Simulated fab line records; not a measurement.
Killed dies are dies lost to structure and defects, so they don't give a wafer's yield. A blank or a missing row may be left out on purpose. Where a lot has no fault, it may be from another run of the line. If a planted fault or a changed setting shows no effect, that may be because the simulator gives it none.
Problem report in the 8D (eight disciplines) form, filled by code | flow sky130 | the parts of the form that need people (team, actions taken, sign-off) are left out

1. WHAT WENT WRONG
At SKY_FIELD_ISO_CMP_27, time_to_endpoint_s averages 64 s over 5 wafers from 3 lots, while fault-free wafers read 112 s, standard deviation 4.2. Relative to the usual mean, that is a shift of -11 standard deviations.
The step: polishes, stops on Si3N4, t overpolish 16 s, target thk 457.8 nm.
First seen on wafer L883.4, day 4 19:02, on cmp-02. The record holds 42 wafers of 14 lots with a number at this step. Rule for "out", or "out of limits": more than 4 standard deviations from the usual mean. The rest of the wafers with a number are treated as sound.

2. WHAT IT IS AND WHAT IT IS NOT
question                    | is                                     | is not
which readings at this step | time_to_endpoint_s                     | motor_current_A, overpolish_run_s
which lots                  | L883, L884, L886                       | L872, L873, L874, L875, L876, L877, L878, L879, L881, L888, L892
which wafers of those lots  | L883.4, L884.4, L884.5, L886.3, L886.5 | L883.2, L883.3, L884.2, L886.4
read on which tools         | cmp-02                                 | cmp-01
when                        | from day 4 19:02                       | up to then (29 sound wafers); but 8 sound wafers of L884, L886, L888, L892 came after

3. WHAT RULES OUT EACH SUSPECT
Counting: any tool at a process step up to the reading remains a suspect provided it ran every lot that is out. Sound lots after the first of them don't rule it out here, since some wafers of a struck lot are sound.
- cmp-02 at SKY_FIELD_ISO_CMP_27 (polishes, stops on Si3N4, t overpolish 16 s, target thk 457.8 nm): kept. It ran every lot that is out, first L883 (day 4 19:02); its last sound lot up to then is L881 (day 4 17:32). Its own time_to_endpoint_s readings are out on those wafers.
- Within cmp-02 at SKY_FIELD_ISO_CMP_27: the wafers that are out ran in chamber 2; their sound lot-mates ran in chambers 0, 1.
Left after counting: cmp-02 at SKY_FIELD_ISO_CMP_27.

4. THE CAUSE (what the simulator had put in)
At SKY_FIELD_ISO_CMP_27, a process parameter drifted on cmp-02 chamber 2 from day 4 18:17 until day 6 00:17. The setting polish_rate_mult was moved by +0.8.
The count eliminated every tool but this one.

5. THE EFFECT CHAIN, in route order
One row per reading whose mean, taken over the struck wafers that have a number, lies over 3 standard deviations from the usual. Only readings whose record carries a usual standard deviation are examined. hours: median over the lots of the time between each lot's start at the first step of this table that gives one and its start at this step. sigmas: the change, counted in usual standard deviations.
hours | step                 | reading            | usual | on struck wafers | change | sigmas
0     | SKY_FIELD_ISO_CMP_27 | time_to_endpoint_s | 112 s | 64               | -48    | -11
Here are the process steps it includes:
- SKY_FIELD_ISO_CMP_27: polishes, stops on Si3N4, t overpolish 16 s, target thk 457.8 nm.
Later steps that measure or inspect, where all struck wafers having a row at the step show a number for every such reading and not one has moved that far: SKY_PWDE_OVL_MEAS_07, SKY_NWELL_OVL_MEAS_10.

6. WHAT WOULD HAVE CAUGHT IT SOONER
In this record the first reading out of limits was taken at day 4 19:02, 1 hour after the fault began at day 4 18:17.
